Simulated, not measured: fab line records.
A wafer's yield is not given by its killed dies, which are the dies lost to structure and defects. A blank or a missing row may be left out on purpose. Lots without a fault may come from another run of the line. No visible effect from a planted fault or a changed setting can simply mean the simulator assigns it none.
A struck lot beside a sound one || flow sky130 || 15 steps out of a route of 708
Sound: the wafers L648.1, L648.3, L648.6. Struck: wafers L639.1, L639.3, L639.5. The cause is named last.
Each step with rows lists, per side, the tool, then ch with its chambers, then its first start. Under that, the readings that differ: sound wafers || struck wafers || difference of the means || sigmas: that difference in standard deviations of wafers without a fault.
alike: readings whose means differ by less than 2 such deviations, and words and numbers that are the same on both sides. not compared: withheld readings, readings that some wafer has no value for, bounds like >300 that may hide the same value, and numbers for which the record gives no deviation and whose values overlap.
Wherever a step has rows on one side only, a row that says differs or no value, or a row with sigmas, the two part there. Numbers that have no deviation but don't overlap get no sigmas and don't part them. Lack of a reading on every wafer of one side parts them only where that side has two or more wafers.

first, 5 steps without rows for these wafers: SKY_SONOS_TUNNEL_COAT_02 (resist thk 1140 nm); SKY_SONOS_TUNNEL_SOFTBAKE_03 (time 60 s); SKY_SONOS_TUNNEL_EXPOSE_04 (exposes mask TUNM, target cd 410 nm); SKY_SONOS_TUNNEL_PEB_05; SKY_SONOS_TUNNEL_DEVELOP_06 (develop time 60 s).
SKY_SONOS_TUNNEL_CD_MEAS_07: the cd target is 410 nm.
  sound: cd-sem-01 at day 16 13:56; struck: cd-sem-02 at day 13 21:10
  alike: cd-nm
SKY_SONOS_TUNNEL_OVL_MEAS_08:
  sound: overlay-01 at day 16 14:03; struck: overlay-01 at day 13 21:17
  alike: SONOS_TUNNEL_OVL
then, 3 steps without rows for these wafers: SKY_SONOS_TUNNEL_IMPLANT_09; SKY_SONOS_TUNNEL_WET_ETCH_10 (etches SiO2 in dHF, target depth 14 nm, time 280 s); SKY_SONOS_TUNNEL_STRIP_11 (strips in SPM, time 600 s).
SKY_SONOS_TUNNEL_TW_MEAS_12:
  sound: film-metro-01 at day 16 14:30; struck: film-metro-03 at day 13 21:44
  alike: SONOS_TUNNEL_TW
then, 1 step without rows for these wafers: SKY_SONOS_TUNNEL_CLEAN_13 (cleans in dHF, time 20 s).
SKY_SONOS_ONO_OXIDATION_00: stabilise 600 s, purge 300 s, target thk 2.6 nm.
  sound on furnace-02 ch 0, day 16 14:37; struck on furnace-01 ch 0, day 13 22:35
{"reading": "zone-power-upper-pct (%)", "sound": "16.8 16.6 16.5", "struck": "12.9 12.9 12.7", "difference": -3.8, "sigmas": -2}
{"reading": "model.SiO2_of_SONOS_ONO_OXIDATION_00.thk-nm (nm)", "sound": "2.646 2.626 2.589", "struck": "2.264 2.254 2.255", "difference": -0.363, "sigmas": ""}
  alike: ramp-up-c-per-min, tube_center_temp_C_max
SKY_SONOS_ONO_THK_MEAS_01:
  sound: film-metro-01 at day 16 15:58; struck: film-metro-03 at day 14 00:11
{"reading": "SONOS_ONO_OXIDATION_THK (nm)", "sound": "2.69 2.62 2.55", "struck": "2.26 2.26 2.28", "difference": -0.35, "sigmas": -7}
  not compared: hold
-- a jump in the record: the struck wafers' starts before and after are 34 days apart (it breaks off in module SONOS_ONO and resumes in module PAD_OPEN, where the first step shown is number 708 of the route) --
SKY_PAD_OPEN_PROBE_99:
  sound: prober-01 at day 49 16:02; struck: prober-02 at day 47 21:41
{"reading": "model.etest.cap-ono.gate-log10-a-cm2", "sound": "-8.091 -8.093 -8.252", "struck": "-7.389 -7.292 -7.251", "difference": "+0.835", "sigmas": ""}
{"reading": "model.etest.cap-ono.gate-bv-v (V)", "sound": "16.5 16.64 16.69", "struck": "15.96 16.02 16.21", "difference": -0.55, "sigmas": ""}
{"reading": "model.etest.cap-ono.tox-acc-nm (nm)", "sound": "13.04 12.99 13.07", "struck": "12.49 12.4 12.38", "difference": -0.61, "sigmas": ""}
{"reading": "model.etest.sonos-erased.vt-v (V)", "sound": "-2.221 -2.264 -2.277", "struck": "-2.508 -2.539 -2.54", "difference": -0.275, "sigmas": ""}
{"reading": "model.etest.sonos-baked.vt-less-v (V)", "sound": "-0.491 -0.4687 -0.4705", "struck": "-0.6093 -0.6156 -0.6768", "difference": -0.1572, "sigmas": ""}
  alike: killed_at_M0_to_M3, killed_at_M4_up, killed-at-contacts, killed-at-front-end, killed-at-other, killed-dies, killed-open, killed-short
  not compared: model.etest.sonos-erased.drive-ua-um

## WHERE THEY PART
Earliest at SKY_SONOS_ONO_OXIDATION_00; latest, in this record, at SKY_SONOS_ONO_THK_MEAS_01. Later steps at which nothing parts them and some readings are alike: SKY_PAD_OPEN_PROBE_99.

WHY: whatever the simulator had introduced
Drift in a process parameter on furnace-01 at SKY_SONOS_ONO_OXIDATION_00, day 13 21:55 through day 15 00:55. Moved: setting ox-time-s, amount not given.
